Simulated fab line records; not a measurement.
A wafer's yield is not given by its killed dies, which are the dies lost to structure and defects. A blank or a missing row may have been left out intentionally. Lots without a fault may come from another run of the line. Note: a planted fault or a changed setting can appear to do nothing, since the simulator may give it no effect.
A lot that was struck, set against a sound lot | flow sky130 | 15 out of 708 route steps
Sound: wafers L222.1, L222.2, L222.5. Struck: wafer L229.2. (L229.1, L229.3 of the same lot were not struck and are left out.) The cause comes at the end.
At each step with rows: each side's tool, then ch and its chambers, then its first start. Under that, the readings that differ: sound wafers | struck wafers | difference of the means | sigmas: that difference in standard deviations of wafers without a fault.
alike: words and numbers the same on both sides, and readings whose means are apart by under 2 such deviations; not compared: readings that were withheld, readings missing a value for some wafer, numbers with overlapping values and no deviation given by the record, and bounds like >300 which may hide the same value.
The two part at a step that has a row with sigmas, a row that says differs or no value, or rows on one side only. Non-overlapping numbers with no deviation appear without sigmas and do not part them. A reading that every wafer of one side lacks parts them only if that side has two wafers or more.

first, 1 step without rows for these wafers: SKY_VIA4_DEVELOP_10 (develop time 60 s).
SKY_VIA4_OVL_MEAS_11:
  sound on overlay-02 at day 45 21:58; struck on overlay-02 at day 47 15:37
  alike: VIA4_OVL
SKY_VIA4_ETCH_12: etches SiO2 in C4F8/O2/Ar, stops on TiN, target depth 580 nm.
  sound on rie-diel-04 ch 0,1, day 45 22:00; struck on rie-diel-02 ch 0, day 47 15:38
  alike: oes-product-au
SKY_VIA4_STRIP_13: strips in O2/N2.
  sound on plasma-asher-04 ch 0,1, day 45 22:04; struck on plasma-asher-01 ch 1, day 47 15:43
  alike: drypump-motor-current-A, oes-product-au, strip-time-to-endpoint-s
  not compared: rf-hours-counter-h
then, 3 steps without rows for these wafers: SKY_VIA4_STRIP_14 (strips in post etch residue remover, time 1200 s); SKY_VIA4_CLEAN_15 (cleans in IPA, time 180 s); SKY_VIA4_CLEAN_16 (cleans in O3/DIW).
SKY_VIA4_SPUTTER_17: material TiN, target thk 20 nm, time 80 s.
  sound on pvd-sputter-01 at day 45 22:42; struck on pvd-sputter-03 at day 47 16:21
  alike: throttle-valve-pct
SKY_VIA4_CVD_18: deposits W, target thk 505 nm, time 152.14 s.
  sound on cvd-w-01 ch 0,1, day 45 22:46; struck on cvd-w-02 ch 1, day 47 16:25
  alike: heater-power-w
SKY_VIA4_RS_MEAS_19: the measuring method here is four-point-probe.
  sound on film-metro-03 at day 45 22:55; struck on film-metro-01 at day 47 16:34
  alike: VIA4_W_RS
SKY_VIA4_THK_MEAS_20: measures by xrf.
  sound on film-metro-03 at day 45 23:02; struck on film-metro-01 at day 47 16:41
  alike: VIA4_W_THK
then, 1 step without rows for these wafers: SKY_VIA4_CMP_21 (polishes, stops on SiO2, t overpolish 25 s, target thk 0 nm).
SKY_METAL5_SPUTTER_00: material Ti, target thk 15 nm, time 10 s.
  sound on pvd-sputter-03 at day 45 23:23; struck on pvd-sputter-01 at day 47 17:02
  reading                                   | sound             | struck | difference | sigmas
  model.Ti_of_METAL5_SPUTTER_00.thk-nm (nm) | 15.24 15.19 15.07 | 16.21  | +1.04      |
  alike: throttle-valve-pct
SKY_METAL5_SPUTTER_01: material TiN, target thk 20 nm, time 16.7 s.
  sound on pvd-sputter-03 at day 45 23:25; struck on pvd-sputter-01 at day 47 17:04
  alike: throttle-valve-pct
after that, 1 step had no rows for these wafers: SKY_PAD_OPEN_PROBE_99.

WHERE THEY PART
Nowhere in this record.

WHY: what the simulator had put in
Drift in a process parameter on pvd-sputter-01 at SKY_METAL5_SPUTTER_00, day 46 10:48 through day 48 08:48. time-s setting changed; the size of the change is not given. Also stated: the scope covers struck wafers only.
